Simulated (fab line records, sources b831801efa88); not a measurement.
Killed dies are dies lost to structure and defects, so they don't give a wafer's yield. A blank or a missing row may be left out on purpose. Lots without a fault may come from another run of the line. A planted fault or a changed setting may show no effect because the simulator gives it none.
Split-lot experiment | flow sky130 | 5 lots, 27 wafers read, on a route of 708 steps

THE SPLIT
At SKY_VIA4_HDPCVD_00 (deposits SiO2, target thk 1750 nm, time 291.7 s), the setting time_s was moved away from the recipe's 291.7 s on 9 of the 27 wafers read, by -55.5% to +16.0%. The other wafers ran this setting at the recipe's value.

The file shows no step between the split and the reading.

THE READING
VIA4_HDPCVD_THK, in nm, at SKY_VIA4_THK_MEAS_01. Fault-free wafers of this fab line usually give 1762 nm, standard deviation 20 nm.

wafer  | tool, chamber at the split | time_s as run, s | against the recipe | VIA4_HDPCVD_THK, nm | against lot-mates on the recipe
L078.4 | hdpcvd-01, 0               | 291.7            | recipe             | 1739                | -
L078.5 | hdpcvd-01, 2               | 291.7            | recipe             | 1718                | -
L078.6 | hdpcvd-01, 1               | 291.7            | recipe             | 1767                | -
L079.1 | hdpcvd-01, 1               | 291.7            | recipe             | 1788                | -
L079.2 | hdpcvd-01, 0               | 291.7            | recipe             | 1771                | -
L079.3 | hdpcvd-01, 2               | 291.7            | recipe             | 1761                | -
L079.4 | hdpcvd-01, 1               | 291.7            | recipe             | 1795                | -
L079.5 | hdpcvd-01, 0,2             | 291.7            | recipe             | 1770                | -
L079.6 | hdpcvd-01, 0,2             | 291.7            | recipe             | 1770                | -
L082.1 | hdpcvd-02, 0               | 129.9            | -55.5%             | 775                 | -975
L082.2 | hdpcvd-02, 1               | 291.7            | recipe             | 1758                | -
L082.3 | hdpcvd-02, 2               | 129.9            | -55.5%             | 784                 | -966
L082.4 | hdpcvd-02, 1               | 129.9            | -55.5%             | 786                 | -964
L082.5 | hdpcvd-02, 0               | 291.7            | recipe             | 1743                | -
L082.6 | hdpcvd-02, 2               | 291.7            | recipe             | 1750                | -
L083.1 | hdpcvd-02, 0               | 291.7            | recipe             | 1744                | -
L083.2 | hdpcvd-02, 1               | 291.7            | recipe             | 1731                | -
L083.3 | hdpcvd-02, 2               | 291.7            | recipe             | 1762                | -
L083.4 | hdpcvd-02, 0               | 132.6            | -54.5%             | 805                 | -941
L083.5 | hdpcvd-02, 1               | 132.6            | -54.5%             | 800                 | -946
L083.6 | hdpcvd-02, 2               | 132.6            | -54.5%             | 793                 | -953
L081.1 | hdpcvd-02, 1               | 338.4            | +16.0%             | 2044                | +272
L081.2 | hdpcvd-02, 0               | 291.7            | recipe             | 1782                | -
L081.3 | hdpcvd-02, 2               | 291.7            | recipe             | 1786                | -
L081.4 | hdpcvd-02, 0               | 338.4            | +16.0%             | 2063                | +291
L081.5 | hdpcvd-02, 2               | 338.4            | +16.0%             | 2031                | +259
L081.6 | hdpcvd-02, 1               | 291.7            | recipe             | 1749                | -
Where a row lists several chambers, the file gives one row for several wafers and doesn't say which wafer went through which chamber.

THE FIT
A straight line over all 27 wafers: VIA4_HDPCVD_THK changes by +17.6 nm for each +1% of time_s; r = +1.00; the points scatter about the line by 18 nm.
The same after taking each lot's own level away (the mean of its wafers on the recipe; 27 wafers): +17.4 nm for each +1%; r = +1.00; scatter 13 nm.
On that fit, the largest move of time_s shifts the reading by 9.6e+02 nm.
The lots' own levels span 1741.3 to 1775.8 nm, that is 1.7 times the standard deviation above.
So the lot-to-lot level changes the slope little: the two slopes agree.
Check: with one of the wafers moved furthest among these (-55.5%) left out of the fit, the line predicts -963 nm for it against its lot-mates. It came out at -975 nm against them.

OTHER SPLITS ON THESE WAFERS
These wafers also went through other splits before the reading. Each is held against what the fit with the lots' levels taken away leaves over:
other split on the same wafers          | wafers away from the commonest value | r with VIA4_HDPCVD_THK (lot level and that fit taken away)
SKY_LI_CONTACT_HDPCVD_00 time_s         | 9                                    | +0.01
SKY_METAL1_DEVELOP_14 develop_time_s    | 9                                    | -0.17
SKY_VIA1_SPUTTER_20 time_s              | 9                                    | +0.23
SKY_METAL3_METAL_ETCH_18 target_depth_a | 12                                   | +0.24
SKY_VIA3_ETCH_15 time_s                 | 12                                   | -0.05

THE WHOLE CHAIN: every reading that the file lists as answering this split, in the file's order
step                 | what it does                                    | reading                                                                        | change (the file's fit)              | r (the file's)
SKY_VIA4_HDPCVD_00   | deposits SiO2, target thk 1750 nm, time 291.7 s | SiO2_of_VIA4_HDPCVD_00.thk_nm (the simulator's own value, which no gauge read) | +17.4 nm for each +1% of the setting | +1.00
SKY_VIA4_THK_MEAS_01 |                                                 | VIA4_HDPCVD_THK                                                                | +17.4 for each +1% of the setting    | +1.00

THE FILE'S OWN FIT
VIA4_HDPCVD_THK changes by +17.4 nm for each +1% of time_s, r = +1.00.
